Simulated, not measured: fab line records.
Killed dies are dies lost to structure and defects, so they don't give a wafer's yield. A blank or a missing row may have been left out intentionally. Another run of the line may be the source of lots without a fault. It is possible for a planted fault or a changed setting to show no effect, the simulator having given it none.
Struck lot and sound lot, side by side / flow sky130 / 26 steps out of a route of 708
Sound: these wafers, L332.1, L332.2, L332.5. Wafers L335.3, L335.5, L335.6 were the ones struck. The cause is named last.
Order at every step that has rows: each side's tool, ch and its chambers, its first start. Under that, the readings that differ: sound wafers / struck wafers / difference of the means / sigmas: that difference in standard deviations of wafers without a fault.
alike: a reading whose means differ by less than 2 such deviations, as well as words and numbers matching on both sides. not compared: withheld readings; readings where some wafer has no value; bounds like >300 that might hide an equal value; numbers whose values overlap and for which the record gives no deviation.
Wherever a step has rows on one side only, a row that says differs or no value, or a row with sigmas, the two part there. Numbers that don't overlap but have no deviation are shown without sigmas and don't part them. A reading that every wafer of one side lacks parts them only if that side has two wafers or more.

first, 6 steps without rows for these wafers: SKY_SD_N_IMPLANT_10; SKY_SD_N_STRIP_11 (strips in O2/N2); SKY_SD_N_CLEAN_13 (cleans in SC1/SC2, time 150 s); SKY_SD_N_RTA_14 (time 2 s); SKY_SALICIDE_CLEAN_00 (cleans in HF-last, time 30 s); SKY_LI_CONTACT_HDPCVD_00 (deposits PSG, target thk 930 nm, time 160 s).
SKY_LI_CONTACT_CMP_02: polishes PSG.
  sound on cmp-02 ch 2,3, day 30 00:19; struck on cmp-02 ch 0,3, day 31 08:43
  no value came back on the struck wafers for edge_zone_pressure_frac, head_pressure_psi (psi), motor_current_A (A), time_to_endpoint_s (s); on the sound wafers edge_zone_pressure_frac reads 1.007 1.002 1.006
reading=model.PSG_of_LI_CONTACT_HDPCVD_00.thk_nm (nm); sound=594.7 597.6 596.5; struck=973.3 987 956.3; difference=+375.9; sigmas=
SKY_LI_CONTACT_BOW_MEAS_03:
  sound on film_metro-03 at day 30 00:37; struck on film_metro-02 at day 31 09:04
reading=LI_CONTACT_BOW (um); sound=51 61 55; struck=73 76 79; difference=+20; sigmas=+3
then, 9 steps without rows for these wafers: SKY_LI_CONTACT_DEHYDRATE_04 (time 60 s); SKY_LI_CONTACT_HMDS_05 (prime time 60 s); SKY_LI_CONTACT_COAT_06 (resist thk 60 nm); SKY_LI_CONTACT_COAT_07 (resist thk 450 nm); SKY_LI_CONTACT_SOFTBAKE_08 (time 90 s); SKY_LI_CONTACT_EXPOSE_09 (exposes mask LICM1, target cd 170 nm); SKY_LI_CONTACT_PEB_10; SKY_LI_CONTACT_DEVELOP_11 (develop time 60 s); SKY_LI_CONTACT_ETCH_14 (etches BARC in N2/H2, stops on SiO2, time 45.9 s, target depth 60 nm).
SKY_LI_CONTACT_ETCH_15: etches PSG in C4F8/O2/Ar, stops on Si, target depth 600 nm.
  sound on rie_diel-03 ch 0,1,2, day 31 04:46; struck on rie_diel-03 ch 0,1,3, day 32 12:11
reading=oes_product_au (a.u.); sound=0.834 0.836 0.829; struck=1.629 1.641 1.618; difference=+0.796; sigmas=+99 or more
reading=model.LI_CONTACT.feature_depth_nm (nm); sound=594.7 597.6 596.5; struck=811 816 802.3; difference=+214; sigmas=
reading=model.etch.depth_nm (nm); sound=594.7 597.6 596.5; struck=811 816 802.3; difference=+214; sigmas=
then, 6 steps without rows for these wafers: SKY_LI_CONTACT_STRIP_16 (strips in O2/N2); SKY_LI_CONTACT_CLEAN_17 (cleans in NMP, time 600 s); SKY_LI_CONTACT_PRE_CLEAN_18 (time 5.6 s); SKY_LI_CONTACT_SPUTTER_19 (material Ti, target thk 20 nm, time 106.37 s); SKY_LI_CONTACT_SPUTTER_20 (material TiN, target thk 20 nm, time 80 s); SKY_LI_CONTACT_CVD_21 (deposits W, target thk 400 nm, time 120.56 s).
SKY_LI_CONTACT_CMP_24: polishes, stops on PSG, t overpolish 20 s, target thk 0 nm.
  sound on cmp-01 ch 0,2, day 31 05:37; struck on cmp-02 ch 1,2,3, day 32 13:07
reading=model.PSG_of_LI_CONTACT_HDPCVD_00.thk_nm (nm); sound=585.3 588.1 587.1; struck=963.8 977.5 946.9; difference=+375.9; sigmas=
  alike: edge_zone_pressure_frac, head_pressure_psi, motor_current_A
-- a jump in the record: the struck wafers' starts before and after are 16 days apart (it breaks off in module LI_CONTACT and resumes in module PAD_OPEN, where the first step shown is number 708 of the route) --
SKY_PAD_OPEN_PROBE_99:
  sound on prober-01 at day 47 06:52; struck on prober-02 at day 48 06:26
reading=killed_at_contacts; sound=25 37 31; struck=421 413 416; difference=+386; sigmas=+77
reading=killed_dies; sound=99 86 93; struck=492 492 492; difference=+399; sigmas=+40
reading=killed_on_rim; sound=25 17 18; struck=96 96 96; difference=+76; sigmas=+19
  alike: killed_at_M0_to_M3, killed_at_M4_up, killed_at_front_end, killed_at_other, killed_open, killed_short

WHERE THEY PART
Earliest at SKY_LI_CONTACT_CMP_02; latest, in this record, at SKY_PAD_OPEN_PROBE_99.

WHY: whatever the simulator had introduced
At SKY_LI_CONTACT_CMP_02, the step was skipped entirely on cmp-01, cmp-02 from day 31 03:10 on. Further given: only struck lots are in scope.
